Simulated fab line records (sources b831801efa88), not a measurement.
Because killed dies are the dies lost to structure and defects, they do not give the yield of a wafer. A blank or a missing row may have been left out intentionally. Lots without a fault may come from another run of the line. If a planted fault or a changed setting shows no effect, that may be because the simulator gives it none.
A sampling plan put to the test + flow gf180mcu + one fab line, 50 faults that these records tell of, each judged on the records of the lots that it struck
What counts as the plan is the set of the line's own looks, namely the steps on the route at which a gauge or an inspection reads a wafer and does not change it. A look can be judged if struck wafers have a number there and the file gives its usual mean and standard deviation on fault-free wafers. Caught: the struck wafers' mean, at a look after the fault's first step, is 4 or more of those standard deviations (sigma) away from the usual mean. On the tool: the identical test, applied to the tool's own readings at the steps of the fault. It also counts as caught if the struck wafers ran another recipe or if their record alone is blank.

THE FAULTS, as the simulator had put them in
1. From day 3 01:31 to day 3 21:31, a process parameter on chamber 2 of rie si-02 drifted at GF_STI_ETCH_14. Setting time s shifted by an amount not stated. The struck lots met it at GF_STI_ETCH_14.
2. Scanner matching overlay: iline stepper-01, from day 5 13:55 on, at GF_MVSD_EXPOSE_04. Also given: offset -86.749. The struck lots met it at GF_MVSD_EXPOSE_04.
3. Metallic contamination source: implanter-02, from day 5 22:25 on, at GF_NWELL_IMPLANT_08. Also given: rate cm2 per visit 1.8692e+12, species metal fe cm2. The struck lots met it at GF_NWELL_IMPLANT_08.
4. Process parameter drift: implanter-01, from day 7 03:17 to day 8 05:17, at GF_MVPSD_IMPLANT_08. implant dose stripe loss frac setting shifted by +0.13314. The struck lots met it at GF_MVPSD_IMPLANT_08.
5. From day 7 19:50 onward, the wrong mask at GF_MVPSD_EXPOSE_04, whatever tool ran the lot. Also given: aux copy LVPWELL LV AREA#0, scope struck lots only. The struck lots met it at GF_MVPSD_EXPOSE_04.
6. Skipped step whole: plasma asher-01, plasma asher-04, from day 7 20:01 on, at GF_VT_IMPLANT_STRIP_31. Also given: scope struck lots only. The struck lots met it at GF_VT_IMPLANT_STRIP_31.
7. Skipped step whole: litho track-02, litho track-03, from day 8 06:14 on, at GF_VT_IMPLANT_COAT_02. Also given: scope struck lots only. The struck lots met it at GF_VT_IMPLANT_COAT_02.
8. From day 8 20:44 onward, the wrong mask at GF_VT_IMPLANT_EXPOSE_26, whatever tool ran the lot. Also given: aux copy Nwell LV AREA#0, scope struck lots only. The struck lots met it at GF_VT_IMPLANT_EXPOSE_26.
9. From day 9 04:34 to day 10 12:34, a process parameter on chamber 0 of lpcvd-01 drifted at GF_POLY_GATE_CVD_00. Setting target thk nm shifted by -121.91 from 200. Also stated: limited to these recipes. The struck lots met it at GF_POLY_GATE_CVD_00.
10. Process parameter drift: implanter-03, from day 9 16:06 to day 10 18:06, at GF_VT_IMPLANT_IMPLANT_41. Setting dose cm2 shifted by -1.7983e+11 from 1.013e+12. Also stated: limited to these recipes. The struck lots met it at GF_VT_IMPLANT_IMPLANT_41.
11. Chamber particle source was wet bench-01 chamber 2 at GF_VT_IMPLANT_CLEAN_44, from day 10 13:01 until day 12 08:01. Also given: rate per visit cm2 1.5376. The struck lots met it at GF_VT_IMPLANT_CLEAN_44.
12. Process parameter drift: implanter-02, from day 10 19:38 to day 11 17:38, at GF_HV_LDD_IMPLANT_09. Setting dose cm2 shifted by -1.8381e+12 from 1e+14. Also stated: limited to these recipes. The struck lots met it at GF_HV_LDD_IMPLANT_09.
13. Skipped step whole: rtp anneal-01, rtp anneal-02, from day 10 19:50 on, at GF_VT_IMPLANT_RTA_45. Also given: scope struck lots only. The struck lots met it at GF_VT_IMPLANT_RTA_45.
14. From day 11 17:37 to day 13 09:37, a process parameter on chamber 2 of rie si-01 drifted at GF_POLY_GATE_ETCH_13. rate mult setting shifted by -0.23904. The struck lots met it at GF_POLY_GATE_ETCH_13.
15. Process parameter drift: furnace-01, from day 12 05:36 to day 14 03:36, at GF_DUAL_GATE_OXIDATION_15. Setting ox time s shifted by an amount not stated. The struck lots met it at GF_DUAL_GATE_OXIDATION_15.
16. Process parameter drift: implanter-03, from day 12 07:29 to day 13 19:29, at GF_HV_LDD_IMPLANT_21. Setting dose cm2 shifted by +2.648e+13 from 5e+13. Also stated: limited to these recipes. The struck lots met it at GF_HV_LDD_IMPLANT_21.
17. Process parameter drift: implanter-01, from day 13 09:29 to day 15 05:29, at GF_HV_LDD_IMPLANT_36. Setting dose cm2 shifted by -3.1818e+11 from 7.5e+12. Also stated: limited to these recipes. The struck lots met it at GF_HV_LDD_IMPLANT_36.
18. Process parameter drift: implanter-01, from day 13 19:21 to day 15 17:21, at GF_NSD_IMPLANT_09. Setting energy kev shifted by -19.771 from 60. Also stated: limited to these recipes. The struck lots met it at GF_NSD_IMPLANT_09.
19. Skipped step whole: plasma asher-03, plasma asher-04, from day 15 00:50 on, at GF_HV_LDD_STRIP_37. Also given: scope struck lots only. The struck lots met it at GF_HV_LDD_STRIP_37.
20. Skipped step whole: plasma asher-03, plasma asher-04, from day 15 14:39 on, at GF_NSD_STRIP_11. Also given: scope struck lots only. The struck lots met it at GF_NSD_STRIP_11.
21. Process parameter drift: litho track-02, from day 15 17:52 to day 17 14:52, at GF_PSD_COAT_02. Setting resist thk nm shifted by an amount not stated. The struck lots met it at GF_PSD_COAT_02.
22. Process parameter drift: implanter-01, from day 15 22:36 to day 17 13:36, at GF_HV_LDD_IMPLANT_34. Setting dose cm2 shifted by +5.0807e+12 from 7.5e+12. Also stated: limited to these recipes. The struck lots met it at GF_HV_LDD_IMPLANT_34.
23. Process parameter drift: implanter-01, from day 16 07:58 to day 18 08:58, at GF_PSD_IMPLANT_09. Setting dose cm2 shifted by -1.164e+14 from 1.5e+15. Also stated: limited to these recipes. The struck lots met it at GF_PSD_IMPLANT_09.
24. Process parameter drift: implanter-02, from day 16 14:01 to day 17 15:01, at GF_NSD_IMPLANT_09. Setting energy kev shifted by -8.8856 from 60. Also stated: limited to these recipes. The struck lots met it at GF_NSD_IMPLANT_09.
25. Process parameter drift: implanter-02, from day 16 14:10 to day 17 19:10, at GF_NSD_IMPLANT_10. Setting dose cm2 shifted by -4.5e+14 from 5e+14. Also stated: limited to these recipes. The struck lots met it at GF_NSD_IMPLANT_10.
26. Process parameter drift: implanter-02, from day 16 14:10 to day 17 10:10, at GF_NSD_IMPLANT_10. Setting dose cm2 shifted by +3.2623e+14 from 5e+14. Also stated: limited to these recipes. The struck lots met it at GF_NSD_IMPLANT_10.
27. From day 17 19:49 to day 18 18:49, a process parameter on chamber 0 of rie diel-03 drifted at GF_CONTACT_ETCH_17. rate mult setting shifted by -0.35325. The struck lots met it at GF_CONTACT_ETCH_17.
28. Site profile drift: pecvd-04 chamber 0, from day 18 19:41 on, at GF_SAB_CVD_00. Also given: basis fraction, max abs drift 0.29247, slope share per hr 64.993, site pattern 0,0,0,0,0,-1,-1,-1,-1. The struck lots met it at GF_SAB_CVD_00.
29. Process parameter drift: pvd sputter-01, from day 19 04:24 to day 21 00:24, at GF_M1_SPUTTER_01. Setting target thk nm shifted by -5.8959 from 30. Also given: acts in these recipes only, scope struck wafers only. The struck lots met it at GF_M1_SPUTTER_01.
30. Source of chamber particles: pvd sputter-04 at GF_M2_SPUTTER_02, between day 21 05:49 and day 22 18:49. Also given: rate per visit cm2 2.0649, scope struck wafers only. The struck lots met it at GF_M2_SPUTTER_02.
31. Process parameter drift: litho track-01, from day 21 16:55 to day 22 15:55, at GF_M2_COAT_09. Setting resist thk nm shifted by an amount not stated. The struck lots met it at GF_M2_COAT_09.
32. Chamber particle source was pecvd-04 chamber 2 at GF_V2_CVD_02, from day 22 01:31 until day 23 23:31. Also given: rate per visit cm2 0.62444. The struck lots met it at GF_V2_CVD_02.
33. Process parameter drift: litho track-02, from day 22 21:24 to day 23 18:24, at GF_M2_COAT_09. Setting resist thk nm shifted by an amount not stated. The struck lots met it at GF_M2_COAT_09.
34. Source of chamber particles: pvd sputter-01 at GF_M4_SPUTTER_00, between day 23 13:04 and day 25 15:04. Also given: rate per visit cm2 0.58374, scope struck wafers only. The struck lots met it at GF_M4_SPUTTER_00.
35. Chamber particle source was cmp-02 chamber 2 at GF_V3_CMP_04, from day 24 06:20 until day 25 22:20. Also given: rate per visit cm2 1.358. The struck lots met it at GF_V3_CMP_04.
36. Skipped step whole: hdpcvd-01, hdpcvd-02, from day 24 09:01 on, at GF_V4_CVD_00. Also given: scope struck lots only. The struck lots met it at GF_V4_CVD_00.
37. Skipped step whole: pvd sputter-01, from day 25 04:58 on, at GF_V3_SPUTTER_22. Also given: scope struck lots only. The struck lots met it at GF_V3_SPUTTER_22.
38. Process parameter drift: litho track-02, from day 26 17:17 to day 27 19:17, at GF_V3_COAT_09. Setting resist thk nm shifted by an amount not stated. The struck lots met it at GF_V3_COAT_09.
39. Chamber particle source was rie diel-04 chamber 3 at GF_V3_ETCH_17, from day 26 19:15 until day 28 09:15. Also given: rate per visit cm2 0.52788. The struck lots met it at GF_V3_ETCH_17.
40. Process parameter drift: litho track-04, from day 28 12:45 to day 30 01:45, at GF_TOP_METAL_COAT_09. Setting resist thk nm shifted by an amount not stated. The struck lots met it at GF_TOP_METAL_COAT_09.
41. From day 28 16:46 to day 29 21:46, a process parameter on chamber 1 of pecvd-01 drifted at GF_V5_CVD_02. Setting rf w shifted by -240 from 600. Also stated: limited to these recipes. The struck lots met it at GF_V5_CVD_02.
42. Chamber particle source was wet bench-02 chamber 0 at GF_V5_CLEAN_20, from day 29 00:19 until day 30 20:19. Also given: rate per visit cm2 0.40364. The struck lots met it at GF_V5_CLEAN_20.
43. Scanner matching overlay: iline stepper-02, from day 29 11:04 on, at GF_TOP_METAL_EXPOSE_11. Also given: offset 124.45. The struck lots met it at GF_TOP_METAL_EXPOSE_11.
44. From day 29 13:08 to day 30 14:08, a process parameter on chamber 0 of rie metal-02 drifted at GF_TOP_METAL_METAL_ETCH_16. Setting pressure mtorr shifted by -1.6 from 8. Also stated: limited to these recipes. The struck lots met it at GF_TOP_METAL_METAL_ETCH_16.
45. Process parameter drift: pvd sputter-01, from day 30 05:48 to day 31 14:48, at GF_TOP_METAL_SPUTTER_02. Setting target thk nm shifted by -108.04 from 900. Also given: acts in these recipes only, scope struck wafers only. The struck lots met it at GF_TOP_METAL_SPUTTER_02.
46. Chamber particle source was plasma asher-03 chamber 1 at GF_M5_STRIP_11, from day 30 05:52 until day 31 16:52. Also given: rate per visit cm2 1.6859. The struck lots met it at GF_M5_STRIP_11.
47. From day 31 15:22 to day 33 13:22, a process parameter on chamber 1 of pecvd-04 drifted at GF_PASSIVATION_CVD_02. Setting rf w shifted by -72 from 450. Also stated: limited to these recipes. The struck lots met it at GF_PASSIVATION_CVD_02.
48. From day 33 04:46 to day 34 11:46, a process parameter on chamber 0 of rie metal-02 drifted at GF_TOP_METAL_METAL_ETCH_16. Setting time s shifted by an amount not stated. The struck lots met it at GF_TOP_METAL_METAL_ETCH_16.
49. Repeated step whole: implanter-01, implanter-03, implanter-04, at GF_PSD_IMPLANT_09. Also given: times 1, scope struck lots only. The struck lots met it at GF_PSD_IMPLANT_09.
50. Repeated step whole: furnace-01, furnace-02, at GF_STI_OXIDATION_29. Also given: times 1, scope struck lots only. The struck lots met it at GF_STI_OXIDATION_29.

WHAT THE PLAN SAW
| fault | on the tool itself                               | first look that catches it                      | reading, sigma                | median hours from its first step to that look | hours from the fault's start to the first struck lot there | judged looks passed uncaught |
|-------|--------------------------------------------------|-------------------------------------------------|-------------------------------|-----------------------------------------------|------------------------------------------------------------|------------------------------|
| 1     | run length s -88 sigma                           | no look after it can be judged                  | -                             | -                                             | -                                                          | 0                            |
| 2     | under 2 sigma                                    | GF_MVSD_OVL_MEAS_07                             | MVSD_OVL -66                  | 7.3                                           | 19                                                         | 0                            |
| 3     | no reading that can be judged                    | none of the 5 looks that can be judged after it | -                             | -                                             | -                                                          | 5                            |
| 4     | under 2 sigma                                    | GF_VT_IMPLANT_RS_MEAS_49                        | MVPSD_RS +21                  | 69.6                                          | 78                                                         | 2                            |
| 5     | under 2 sigma                                    | GF_MVPSD_TW_MEAS_11                             | MVPSD_TW -99 or beyond        | 8.5                                           | 12                                                         | 0                            |
| 6     | the tool's record is blank for the struck wafers | GF_VT_IMPLANT_TW_MEAS_43                        | VT_IMPLANT_4_TW -97           | 16.9                                          | 20                                                         | 0                            |
| 7     | the tool's record is blank for the struck wafers | GF_VT_IMPLANT_TW_MEAS_21                        | VT_IMPLANT_2_TW +4.0          | 25.8                                          | 28                                                         | 0                            |
| 8     | under 2 sigma                                    | GF_VT_IMPLANT_TW_MEAS_32                        | VT_IMPLANT_3_TW -99 or beyond | 8.6                                           | 11                                                         | 0                            |
| 9     | under 2 sigma                                    | GF_POLY_GATE_THK_MEAS_01                        | POLY_GATE_CVD_00_THK -60      | 1.3                                           | 7                                                          | 0                            |
| 10    | dose ions cm2 -99 or beyond sigma                | GF_VT_IMPLANT_TW_MEAS_43                        | VT_IMPLANT_4_TW -5.0          | 0.2                                           | 4                                                          | 0                            |
| 11    | no reading that can be judged                    | not the one look that can be judged after it    | -                             | -                                             | -                                                          | 1                            |
| 12    | dose ions cm2 -16 sigma                          | GF_HV_LDD_RS_MEAS_53                            | HV_LDD_RS +5.2                | 59.9                                          | 67                                                         | 0                            |
| 13    | the tool's record is blank for the struck wafers | GF_VT_IMPLANT_RS_MEAS_46                        | MVSD_RS -99 or beyond         | 0.1                                           | 2                                                          | 0                            |
| 14    | oes product au -26 sigma                         | no look after it can be judged                  | -                             | -                                             | -                                                          | 0                            |
| 15    | under 2 sigma                                    | no look after it can be judged                  | -                             | -                                             | -                                                          | 0                            |
| 16    | dose ions cm2 +99 or beyond sigma                | GF_HV_LDD_TW_MEAS_23                            | HV_LDD_2_TW +16               | 0.2                                           | 10                                                         | 0                            |
| 17    | dose ions cm2 -41 sigma                          | no look after it can be judged                  | -                             | -                                             | -                                                          | 0                            |
| 18    | beam energy keV -99 or beyond sigma              | GF_NSD_TW_MEAS_12                               | NSD_TW -8.0                   | 0.4                                           | 4                                                          | 0                            |
| 19    | the tool's record is blank for the struck wafers | GF_HV_LDD_TW_MEAS_50                            | HV_LDD_4_TW -99 or beyond     | 22.3                                          | 27                                                         | 1                            |
| 20    | the tool's record is blank for the struck wafers | GF_PSD_TW_MEAS_11                               | PSD_TW -98                    | 23.0                                          | 26                                                         | 0                            |
| 21    | under 2 sigma                                    | no look after it can be judged                  | -                             | -                                             | -                                                          | 0                            |
| 22    | dose ions cm2 +99 or beyond sigma                | GF_HV_LDD_TW_MEAS_38                            | HV_LDD_3_TW +6.7              | 0.5                                           | 10                                                         | 0                            |
| 23    | dose ions cm2 -77 sigma                          | GF_PSD_RS_MEAS_15                               | PSD_RS +11                    | 0.6                                           | 9                                                          | 0                            |
| 24    | beam energy keV -99 or beyond sigma              | GF_PSD_RS_MEAS_14                               | NSD_RS +26                    | 23.9                                          | 29                                                         | 1                            |
| 25    | dose ions cm2 -99 or beyond sigma                | GF_PSD_RS_MEAS_14                               | NSD_RS +61                    | 23.8                                          | 29                                                         | 0                            |
| 26    | dose ions cm2 +99 or beyond sigma                | GF_PSD_RS_MEAS_14                               | NSD_RS -36                    | 23.8                                          | 29                                                         | 0                            |
| 27    | oes product au -6.7 sigma                        | no look after it can be judged                  | -                             | -                                             | -                                                          | 0                            |
| 28    | under 2 sigma                                    | GF_SAB_THK_MEAS_01                              | SAB_CVD_00_THK -9.8           | 0.0                                           | 15                                                         | 0                            |
| 29    | only faintly: chamber pressure pa +2.1 sigma     | no look after it can be judged                  | -                             | -                                             | -                                                          | 0                            |
| 30    | under 2 sigma                                    | not the one look that can be judged after it    | -                             | -                                             | -                                                          | 1                            |
| 31    | no reading that can be judged                    | not the one look that can be judged after it    | -                             | -                                             | -                                                          | 1                            |
| 32    | under 2 sigma                                    | no look after it can be judged                  | -                             | -                                             | -                                                          | 0                            |
| 33    | under 2 sigma                                    | GF_M2_CD_MEAS_14                                | cd nm +4.3                    | 11.8                                          | 21                                                         | 0                            |
| 34    | under 2 sigma                                    | not the one look that can be judged after it    | -                             | -                                             | -                                                          | 1                            |
| 35    | under 2 sigma                                    | not the one look that can be judged after it    | -                             | -                                             | -                                                          | 1                            |
| 36    | the tool's record is blank for the struck wafers | no look after it can be judged                  | -                             | -                                             | -                                                          | 0                            |
| 37    | the tool's record is blank for the struck wafers | no look after it can be judged                  | -                             | -                                             | -                                                          | 0                            |
| 38    | under 2 sigma                                    | no look after it can be judged                  | -                             | -                                             | -                                                          | 0                            |
| 39    | only faintly: oes product au +2.2 sigma          | not the one look that can be judged after it    | -                             | -                                             | -                                                          | 1                            |
| 40    | under 2 sigma                                    | GF_TOP_METAL_CD_MEAS_14                         | cd nm +8.1                    | 9.8                                           | 22                                                         | 0                            |
| 41    | rf fwd power W -99 or beyond sigma               | GF_V5_THK_MEAS_03                               | V5_CVD_02_THK -11             | 0.1                                           | 8                                                          | 0                            |
| 42    | no reading that can be judged                    | no look after it can be judged                  | -                             | -                                             | -                                                          | 0                            |
| 43    | under 2 sigma                                    | GF_TOP_METAL_OVL_MEAS_15                        | TOP_METAL_OVL +89             | 8.9                                           | 14                                                         | 0                            |
| 44    | chamber pressure mTorr -99 or beyond sigma       | no look after it can be judged                  | -                             | -                                             | -                                                          | 0                            |
| 45    | under 2 sigma                                    | GF_TOP_METAL_RS_MEAS_05                         | TOP_METAL_ALCU_RS +16         | 0.1                                           | 6                                                          | 0                            |
| 46    | under 2 sigma                                    | no look after it can be judged                  | -                             | -                                             | -                                                          | 0                            |
| 47    | rf fwd power W -50 sigma                         | GF_PASSIVATION_THK_MEAS_03                      | PASSIVATION_CVD_02_THK -4.6   | 0.3                                           | 11                                                         | 0                            |
| 48    | run length s +96 sigma                           | no look after it can be judged                  | -                             | -                                             | -                                                          | 0                            |
| 49    | no reading that can be judged                    | GF_PSD_TW_MEAS_11                               | PSD_TW +11                    | 0.5                                           | -                                                          | 0                            |
| 50    | under 2 sigma                                    | GF_STI_THK_MEAS_30                              | STI_OXIDATION_02_THK +32      | 3.1                                           | -                                                          | 0                            |
A dash: the fault is not caught, or the number is missing from these records.

Caught at a look: 28 of 50. Caught on the tool: 24 of 50. By one or the other: 36 of 50.
Caught on the tool alone: faults 1, 14, 17, 27, 36, 37, 44, 48.
Caught at a look alone: faults 2, 4, 5, 8, 9, 28, 33, 40, 43, 45, 49, 50.
Caught by neither: faults 3, 11, 15, 21, 29, 30, 31, 32, 34, 35, 38, 39, 42, 46.

THINNER SAMPLING
Were the look that catches a fault to measure just every second or every third lot (counted by lot number), the first struck lot would, at worst, be measured this late:
| fault | struck lots at that look, in order of time | every lot | every second lot | every third lot |
|-------|--------------------------------------------|-----------|------------------|-----------------|
| 2     | L308, L309                                 | 19 h      | 24 h             | may miss all 2  |
| 4     | L630, L631                                 | 78 h      | 87 h             | may miss all 2  |
| 5     | L733                                       | 12 h      | may miss it      | may miss it     |
| 6     | L384, L385                                 | 20 h      | 29 h             | may miss all 2  |
| 7     | L516, L517, L518                           | 28 h      | 36 h             | 44 h            |
| 8     | L349                                       | 11 h      | may miss it      | may miss it     |
| 9     | L712, L713, L715                           | 7 h       | 12 h             | may miss all 3  |
| 10    | L317, L319                                 | 4 h       | may miss all 2   | may miss all 2  |
| 12    | L957, L958                                 | 67 h      | 72 h             | may miss all 2  |
| 13    | L833, L834, L835                           | 2 h       | 10 h             | 18 h            |
| 16    | L646, L647                                 | 10 h      | 17 h             | may miss all 2  |
| 18    | L156, L158                                 | 4 h       | may miss all 2   | may miss all 2  |
| 19    | L940, L941, L942                           | 27 h      | 35 h             | 43 h            |
| 20    | L690, L691, L692                           | 26 h      | 42 h             | 42 h            |
| 22    | L793, L795                                 | 10 h      | may miss all 2   | may miss all 2  |
| 23    | L993, L997                                 | 9 h       | may miss all 2   | may miss all 2  |
| 24    | L568, L569                                 | 29 h      | 39 h             | may miss all 2  |
| 25    | L818, L819                                 | 29 h      | 39 h             | may miss all 2  |
| 26    | L607, L608                                 | 29 h      | 39 h             | may miss all 2  |
| 28    | L508, L509                                 | 15 h      | 27 h             | may miss all 2  |
| 33    | L642                                       | 21 h      | may miss it      | may miss it     |
| 40    | L510, L513, L514                           | 22 h      | 36 h             | may miss all 3  |
| 41    | L765, L768                                 | 8 h       | 27 h             | may miss all 2  |
| 43    | L389, L392                                 | 14 h      | 32 h             | may miss all 2  |
| 45    | L574, L575                                 | 6 h       | 11 h             | may miss all 2  |
| 47    | L426                                       | 11 h      | may miss it      | may miss it     |
Hours count from the start of the fault until the first struck lot that is measured. 4 sigma limit: tested on the pooled struck wafers, so a lone lot may be under it. Other struck lots may not be in these records.

THE LONGEST TIMED WAY FROM STEP TO LOOK
Fault 4: median gap of 69.6 hours between GF_MVPSD_IMPLANT_08 and GF_VT_IMPLANT_RS_MEAS_49. The looks between them that can be judged stayed within 4 sigma: GF_MVPSD_TW_MEAS_11, GF_VT_IMPLANT_OVL_MEAS_18.
